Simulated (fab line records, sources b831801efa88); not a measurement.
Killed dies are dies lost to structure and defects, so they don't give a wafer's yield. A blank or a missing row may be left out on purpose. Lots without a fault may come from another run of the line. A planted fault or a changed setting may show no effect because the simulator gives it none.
fab line records | flow sky130
record lots=7 wafers=21 last_day=50
route steps=708 shown LDD_LDN@293 SPACER@304 PAD_OPEN@708
lots that met no fault: from a run of the same line without faults
start_h: hours from the record's first day to the start of the lot's first wafer shown | wait_h: hours since the lot's step before | " the same as in the row above | L1.1+2: a row that stands for several wafers | - no value, or no start given | * or withheld: withheld | < > ~ a bound
route shown NAME@n: a module of which the file shows steps, and the number in the route of the first | usual: mean/standard deviation of fault-free wafers | same: alike in all rows | chamber/n: place in a boat | sites: the reading at each site | _std_site: their standard deviation | _edge_site: outer sites' mean less inner sites' | radius_mm: how far each site lies from the wafer's centre | mask NAME#n: copy n | behind: the tool/chamber that last shaped the wafer | hold: why the lot was held/for how many hours/how that ended | device: the transistor (n, p or np) that didn't switch | end of line: the same wafers' tests at the end of the route | a step without rows: its recipe alone | killed: dies lost to structure and defects at the first sort, not the wafer's yield | map: a wafer's dies, x killed, . not, _ none there
set.NAME: the setting as run; set.NAME@STEP: as run at that earlier step | model.NAME: the simulator's own value behind a step, which no gauge read
lots at some steps of the route; a table a step, a row a wafer
services: from which hour (start_h, from the record's first day; less than 0 if before it) a tool's chamber was out of use, for how many hours, and why
## steps
# step SKY_LDD_LDN_EXPOSE_04
# recipe mask_id=LDNTM na=0.6 source_shape=conventional sigma_outer=0.6 polarization=unpolarized target_cd_nm=700 dose_mj=140
# step SKY_LDD_LDN_PEB_05
# recipe temp_c=withheld time_s=* resist=NOVOLAK
# step SKY_LDD_LDN_DEVELOP_06
# recipe resist=NOVOLAK developer=TMAH develop_time_s=60 dev_temp_c=23
# step SKY_LDD_LDN_OVL_MEAS_07
# usual LDD_LDN_OVL=-0.3/1.5
# columns lot.wafer tool chamber start_h wait_h LDD_LDN_OVL[nm]
L865.2 overlay-01 - 545.18 0.1 -0.6
L865.3 " - " " -0.8
L865.5 " - " " 0.6
L870.3 overlay-01 - 606.59 0.1 -0.8
L870.4 " - " " 0.5
L870.6 " - " " 0.0
L876.3 overlay-02 - 645.14 0.1 0.0
L876.4 " - " " 0.3
L876.5 " - " " -0.9
L877.3 overlay-01 - 655.79 0.1 0.9
L877.5 " - " " 2.3
L877.6 " - " " 2.6
L878.1 overlay-01 - 657.48 0.1 1.3
L878.2 " - " " 0.0
L878.4 " - " " 1.2
L883.2 overlay-01 - 691.73 0.1 -0.8
L883.4 " - " " 2.2
L883.6 " - " " 0.2
L885.1 overlay-01 - 706.68 0.1 0.8
L885.3 " - " " 1.1
L885.6 " - " " -0.8
# step SKY_LDD_LDN_IMPLANT_08
# recipe species=As energy_kev=15 dose_cm2=1.25e+13 tilt_deg=withheld rotation_deg=23
# step SKY_LDD_LDN_IMPLANT_09
# recipe species=As energy_kev=15 dose_cm2=1.25e+13 tilt_deg=withheld rotation_deg=113
# step SKY_LDD_LDN_IMPLANT_10
# recipe species=As energy_kev=15 dose_cm2=1.25e+13 tilt_deg=withheld rotation_deg=203
# step SKY_LDD_LDN_IMPLANT_11
# recipe species=As energy_kev=15 dose_cm2=1.25e+13 tilt_deg=withheld rotation_deg=293
# step SKY_LDD_LDN_STRIP_12
# recipe chemistry=O2/N2 power_w=1400 pressure_mtorr=1500 platen_temp_c=withheld o2_flow_sccm=3000 n2_flow_sccm=300 overash_fraction=0.5
# usual drypump_motor_current_A=5.7/0.68 oes_product_au=0.716/0.0046 strip_time_to_endpoint_s=14.18/0.034
# columns lot.wafer tool chamber start_h wait_h drypump_motor_current_A oes_product_au rf_hours_counter_h strip_time_to_endpoint_s
L865.2 plasma_asher-01 0 545.81 0.1 6.2 0.720 37 14.14
L865.3 " 1 " " 5.4 0.716 - 14.13
L865.5 " 1 " " 5.4 0.717 - 14.15
L870.3 plasma_asher-02 1 607.24 0.1 5.2 0.716 - 14.21
L870.4 " 0 " " 6.2 0.714 - 14.17
L870.6 " 0 " " 6.2 0.719 - 14.19
L876.3 plasma_asher-02 1 645.80 0.1 5.2 0.724 - 14.17
L876.4 " 0 " " 6.3 0.721 - 14.20
L876.5 " 1 " " 5.1 0.726 - 14.21
L877.3 plasma_asher-01 0 656.44 0.1 6.2 0.718 - 14.19
L877.5 " 0 " " 6.2 0.710 - 14.21
L877.6 " 1 " " 5.5 0.712 - 14.19
L878.1 plasma_asher-02 0 658.11 0.1 6.2 0.718 21 14.16
L878.2 " 1 " " 5.1 0.714 21 14.16
L878.4 " 1 " " 5.2 0.718 - 14.20
L883.2 plasma_asher-04 0 692.36 0.1 6.5 0.711 102 14.21
L883.4 " 1 " " 4.7 0.718 - 14.22
L883.6 " 0 " " 6.5 0.721 - 14.21
L885.1 plasma_asher-04 1 707.31 0.1 4.7 0.714 104 14.15
L885.3 " 0 " " 6.5 0.718 - 14.17
L885.6 " 1 " " 4.7 0.717 - 14.15
# step SKY_LDD_LDN_TW_MEAS_13
# usual LDD_LDN_TW=1501/8.6
# columns lot.wafer tool chamber start_h wait_h LDD_LDN_TW
L865.2 film_metro-01 - 545.92 0.1 1492
L865.3 " - " " 1505
L865.5 " - " " 1494
L870.3 film_metro-01 - 607.33 0.1 1500
L870.4 " - " " 1497
L870.6 " - " " 1495
L876.3 film_metro-04 - 645.88 0.1 1499
L876.4 " - " " 1496
L876.5 " - " " 1505
L877.3 film_metro-04 - 656.53 0.1 1496
L877.5 " - " " 1510
L877.6 " - " " 1509
L878.1 film_metro-04 - 658.21 0.1 1505
L878.2 " - " " 1495
L878.4 " - " " 1508
L883.2 film_metro-01 - 692.47 0.1 1506
L883.4 " - " " 1498
L883.6 " - " " 1505
L885.1 film_metro-01 - 707.41 0.1 1493
L885.3 " - " " 1495
L885.6 " - " " 1492
# step SKY_LDD_LDN_CLEAN_14
# recipe chemistry=SC1/SC2 mix=1:4:20 temp_c=70 time_s=150 dry=n2_spin
# step SKY_SPACER_CVD_00
# recipe material=Si3N4 precursor=DCS/NH3 target_thk_nm=43.1 temp_c=770 time_s=740 pressure_mtorr=250
# step SKY_SPACER_THK_MEAS_01
# recipe reads=Si3N4_of_SPACER_CVD_00
# usual SPACER_CVD_00_THK=43.1/0.38
# columns lot.wafer tool chamber start_h wait_h SPACER_CVD_00_THK[nm]
L865.2 film_metro-01 - 548.80 0.0 43.0
L865.3 " - " " 42.8
L865.5 " - " " 43.3
L870.3 film_metro-03 - 623.22 0.0 43.1
L870.4 " - " " 43.3
L870.6 " - " " 43.4
L876.3 film_metro-03 - 647.20 0.0 43.9
L876.4 " - " " 44.4
L876.5 " - " " 44.3
L877.3 film_metro-03 - 658.58 0.0 44.4
L877.5 " - " " 44.2
L877.6 " - " " 44.3
L878.1 film_metro-03 - 659.77 0.0 44.5
L878.2 " - " " 44.9
L878.4 " - " " 44.9
L883.2 film_metro-01 - 693.79 0.0 42.7
L883.4 " - " " 43.1
L883.6 " - " " 42.9
L885.1 film_metro-01 - 708.73 0.0 43.2
L885.3 " - " " 42.8
L885.6 " - " " 43.2
# step SKY_SPACER_ETCHBACK_02
# recipe chemistry=CH3F/O2 target=Si3N4 stop_on=SiO2 source_w=400 bias_w=80 pressure_mtorr=25 ch3f_flow_sccm=40 O2_flow_sccm=30 time_s=46.7 target_depth_a=450
# usual drypump_motor_current_A=5.8/0.41 oes_product_au=0.855/0.0059 throttle_valve_pct=10.562/0.0097
# columns lot.wafer tool chamber start_h wait_h drypump_motor_current_A oes_product_au rf_hours_counter_h throttle_valve_pct
L865.2 rie_diel-01 2 548.85 0.0 5.0 0.850 51 10.571
L865.3 " 0 " " 5.9 0.848 4 10.573
L865.5 " 0 " " 5.8 0.853 - 10.559
L870.3 rie_diel-03 3 623.26 0.0 6.0 0.855 44 10.568
L870.4 " 0 " " 6.2 0.859 27 10.571
L870.6 " 1 " " 6.3 0.863 - 10.562
L876.3 rie_diel-03 3 647.24 0.0 6.0 0.854 44 10.559
L876.4 " 2 " " 6.2 0.847 9 10.575
L876.5 " 1 " " 6.3 0.858 - 10.557
L877.3 rie_diel-03 2 658.62 0.0 6.3 0.857 9 10.552
L877.5 " 3 " " 6.0 0.848 - 10.561
L877.6 " 2 " " 6.3 0.853 - 10.581
L878.1 rie_diel-01 3 659.83 0.1 5.2 0.860 12 10.550
L878.2 " 1 " " 6.2 0.855 1 10.558
L878.4 " 0 " " 5.8 0.859 6 10.571
L883.2 rie_diel-01 3 693.84 0.0 5.2 0.852 12 10.564
L883.4 " 3 " " 5.3 0.854 - 10.562
L883.6 " 1 " " 6.1 0.853 - 10.575
L885.1 rie_diel-03 3 708.79 0.1 5.9 0.865 46 10.568
L885.3 " 1 " " 6.3 0.859 37 10.573
L885.6 " 2 " " 6.2 0.857 - 10.579
# step SKY_PAD_OPEN_PROBE_99
# usual killed_at_M0_to_M3=43/6.4 killed_at_M4_up=2.9/1.7 killed_at_contacts=24/5 killed_at_front_end=15/4 killed_at_other=0.4/0.62 killed_dies=86/9.3 killed_open=47/6.8 killed_short=38/5.8
# same gross_dies=492 killed_at_back_side=0
# columns lot.wafer tool chamber start_h wait_h killed_at_M0_to_M3 killed_at_M4_up killed_at_contacts killed_at_front_end killed_at_other killed_dies killed_open killed_short
L870.3 prober-02 - 1140.45 0.2 44 2 21 12 1 80 41 38
L870.4 prober-02 - 1140.50 0.2 45 4 31 15 2 97 43 54
L870.6 prober-02 - 1140.60 0.2 38 3 15 17 0 73 40 32
L877.3 prober-02 - 1165.75 0.2 52 4 24 15 0 95 56 39
L877.5 prober-02 - 1165.85 0.2 54 5 24 17 0 100 49 51
L877.6 prober-02 - 1165.90 0.2 41 6 32 15 0 94 45 49
L878.1 prober-01 - 1166.97 0.1 51 2 22 9 1 85 44 40
L878.2 prober-01 - 1167.02 0.1 50 3 30 10 0 93 56 37
L878.4 prober-01 - 1167.12 0.2 53 2 24 11 1 91 50 40
L885.1 prober-02 - 1191.36 0.1 47 3 36 8 1 95 49 46
L885.3 prober-02 - 1191.46 0.2 41 2 18 19 0 80 47 33
L885.6 prober-02 - 1191.61 0.2 51 0 24 11 0 86 53 33
# killed by level:class
L870.3 VIA1:geometric_particle:open=9 CONTACT:geometric_particle:open=9 METAL1:geometric_particle:short=9 LI_CONTACT:geometric_particle:short=6 VIA1:geometric_particle:short=5 VIA2:geometric_particle:open=5 VIA3:geometric_particle:open=5 FIELD_ISO:geometric_particle:short=3
L870.4 CONTACT:geometric_particle:short=11 METAL2:geometric_particle:short=10 LI_CONTACT:geometric_particle:open=7 CONTACT:geometric_particle:open=7 VIA1:geometric_particle:open=7 VIA2:geometric_particle:open=6 VIA2:geometric_particle:short=6 FIELD_ISO:geometric_particle:short=5
L870.6 VIA2:geometric_particle:open=8 FIELD_ISO:geometric_particle:open=7 FIELD_ISO:geometric_particle:short=7 VIA3:geometric_particle:open=6 VIA1:geometric_particle:short=5 CONTACT:geometric_particle:open=5 CONTACT:geometric_particle:short=5 VIA1:geometric_particle:open=5
L877.3 VIA1:geometric_particle:open=14 CONTACT:geometric_particle:open=10 FIELD_ISO:geometric_particle:short=7 METAL1:geometric_particle:short=7 LI_CONTACT:geometric_particle:open=6 METAL2:geometric_particle:short=6 CONTACT:geometric_particle:short=5 FIELD_ISO:geometric_particle:open=4
L877.5 VIA2:geometric_particle:open=9 CONTACT:geometric_particle:open=8 METAL1:geometric_particle:short=8 VIA1:geometric_particle:short=6 VIA1:geometric_particle:open=6 FIELD_ISO:geometric_particle:open=5 FIELD_ISO:geometric_particle:short=5 METAL3:geometric_particle:short=5
L877.6 VIA1:geometric_particle:open=14 CONTACT:geometric_particle:open=10 FIELD_ISO:geometric_particle:short=8 LI_CONTACT:geometric_particle:short=8 LI_CONTACT:geometric_particle:open=6 LOCAL_INTERCONNECT:geometric_particle:short=5 METAL1:geometric_particle:short=5 VIA1:geometric_particle:short=4
L878.1 VIA1:geometric_particle:open=14 CONTACT:geometric_particle:open=10 CONTACT:geometric_particle:short=7 VIA3:geometric_particle:open=7 VIA2:geometric_particle:short=6 VIA1:geometric_particle:short=5 METAL2:geometric_particle:open=5 VIA3:geometric_particle:short=4
L878.2 CONTACT:geometric_particle:open=13 VIA1:geometric_particle:open=11 VIA2:geometric_particle:open=9 VIA3:geometric_particle:open=9 LI_CONTACT:geometric_particle:open=7 METAL1:geometric_particle:short=7 CONTACT:geometric_particle:short=6 VIA1:geometric_particle:short=5
L878.4 VIA1:geometric_particle:open=13 CONTACT:geometric_particle:open=12 VIA2:geometric_particle:open=9 VIA1:geometric_particle:short=8 VIA3:geometric_particle:open=7 LOCAL_INTERCONNECT:geometric_particle:short=5 METAL1:geometric_particle:short=5 LI_CONTACT:geometric_particle:short=4
L885.1 VIA1:geometric_particle:open=13 LOCAL_INTERCONNECT:geometric_particle:short=10 CONTACT:geometric_particle:short=10 CONTACT:geometric_particle:open=8 LI_CONTACT:geometric_particle:open=6 VIA2:geometric_particle:open=6 VIA3:geometric_particle:open=6 METAL1:geometric_particle:short=5
L885.3 VIA1:geometric_particle:open=10 CONTACT:geometric_particle:open=8 POLY_GATE:geometric_particle:open=6 LOCAL_INTERCONNECT:geometric_particle:short=6 VIA2:geometric_particle:open=5 VIA3:geometric_particle:open=5 METAL1:geometric_particle:short=5 FIELD_ISO:geometric_particle:open=4
L885.6 VIA1:geometric_particle:open=14 CONTACT:geometric_particle:open=11 VIA1:geometric_particle:short=8 LI_CONTACT:geometric_particle:open=8 VIA2:geometric_particle:open=7 METAL2:geometric_particle:short=5 METAL1:geometric_particle:short=5 VIA3:geometric_particle:open=5
## services
# columns tool chamber start_h hours kind
plasma_asher-02 - 529.87 14.6 pm
rie_diel-01 1 558.72 - clean
rie_diel-01 1 558.72 24.4 scheduled_down
rie_diel-01 1 558.72 24.4 vent_cycle
plasma_asher-01 - 606.77 4.9 repair
plasma_asher-02 - 608.38 2.8 pm
plasma_asher-04 - 683.13 2.8 pm
rie_diel-01 2 689.22 - clean
rie_diel-01 2 689.22 17.0 scheduled_down
rie_diel-01 2 689.22 17.0 vent_cycle
## key
first_sign step=SKY_SPACER_THK_MEAS_01 reading=SPACER_CVD_00_THK direction=up sigmas=3.5 usual=43.1 struck=44.4
effect none on later readings
met_at SKY_SPACER_THK_MEAS_01
struck_wafers L876.3,L876.4,L876.5,L877.3,L877.5,L877.6,L878.1,L878.2,L878.4
tester_left_out L876,L877,L878
onset_between 623.22 647.20
also_fits SKY_LDD_LDN_TW_MEAS_13:film_metro-04
fault kind=metrology_matching_offset tool=film_metro-03 chamber=- onset_h=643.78 steps=SKY_SPACER_THK_MEAS_01 param=thk_nm offset=1.2671
# tester_left_out: of these lots the tester's yield and bins aren't shown, on N5 and GAA mostly nor the transistor test; their killed dies are dies lost to structure and defects alone, not to doping, threshold or leakage, so they don't give the yield
